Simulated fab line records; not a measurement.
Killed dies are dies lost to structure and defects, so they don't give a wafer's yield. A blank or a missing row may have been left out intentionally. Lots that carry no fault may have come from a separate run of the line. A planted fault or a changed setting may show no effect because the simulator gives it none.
One fault through the eyes of 2 desks -- flow sky130 -- every desk sees just its own numbers, and what lay behind them comes last

## FROM THE METROLOGY DESK
Lot by lot, what the gauges showed, no matter which tool ran the lot: averages of those sampled wafers that carry a number. Marked OUT: a lot whose mean sits more than 4 standard deviations from the usual mean, which makes it out of limits; the brackets give that distance.
Columns: A = LDD_HVP_OVL at SKY_LDD_HVP_OVL_MEAS_07, usual -0.9 nm; B = cd_nm at SKY_SD_P_CD_MEAS_07, usual 381.0 nm; C = METAL1_OVL at SKY_METAL1_OVL_MEAS_16, usual -2 nm; D = METAL5_ALCU_THK at SKY_METAL5_THK_MEAS_06, usual 1138 nm
lot,first seen here,A,B,C,D
L828,day 21 12:25,1.2,380.5,5,1151
L829,day 22 05:42,0.5,381.7,5,1150
L830,day 22 14:04,-1.7,379.5,-11,1160
L832,day 23 03:47,0.2,379.3,4,1125
L833,day 23 17:27,-0.0,384.4,0,1138
L835,day 24 11:32,2.8,380.7,-3,1140
L837,day 24 23:59,0.9,379.7,-2,1147
L842,day 26 19:54,-1.8,382.2,-1,1129
L844,day 27 10:42,-1.5,385.4,1,1103
L847,day 28 21:59,-2.7,383.8,-3,1138
L848,day 28 23:21,-2.9,380.4,5,1166
L849,day 29 00:47,-2.5,381.0,-3,1142
This desk's verdict: no lot among the 12 shows anything out of limits.

## TOOL OWNER'S DESK, pvd_sputter-02
The tool's own readings at SKY_METAL5_SPUTTER_04 (material TiN, target thk 70 nm, time 58.3 s): means of the sampled wafers that have a number, for each lot that ran on this tool. Marked OUT: a lot whose mean sits more than 4 standard deviations from the usual mean, which makes it out of limits; the brackets give that distance.
Columns: A = throttle_valve_pct at SKY_METAL5_SPUTTER_04, usual 29.4 %
lot,first seen here,A
L828,day 42 22:10,28.2
L830,day 43 16:19,27.9
L832,day 44 03:55,30.0
L837,day 45 13:31,29.9
L842,day 46 21:23,28.5
L844,day 47 04:50,28.5
This desk's verdict: no lot among the 6 shows anything out of limits.

## ALL TOGETHER
At the metrology desk, nothing out of limits was observed.
The tool owner's desk saw nothing out of limits.

## WHAT THE SIMULATOR HAD INSERTED
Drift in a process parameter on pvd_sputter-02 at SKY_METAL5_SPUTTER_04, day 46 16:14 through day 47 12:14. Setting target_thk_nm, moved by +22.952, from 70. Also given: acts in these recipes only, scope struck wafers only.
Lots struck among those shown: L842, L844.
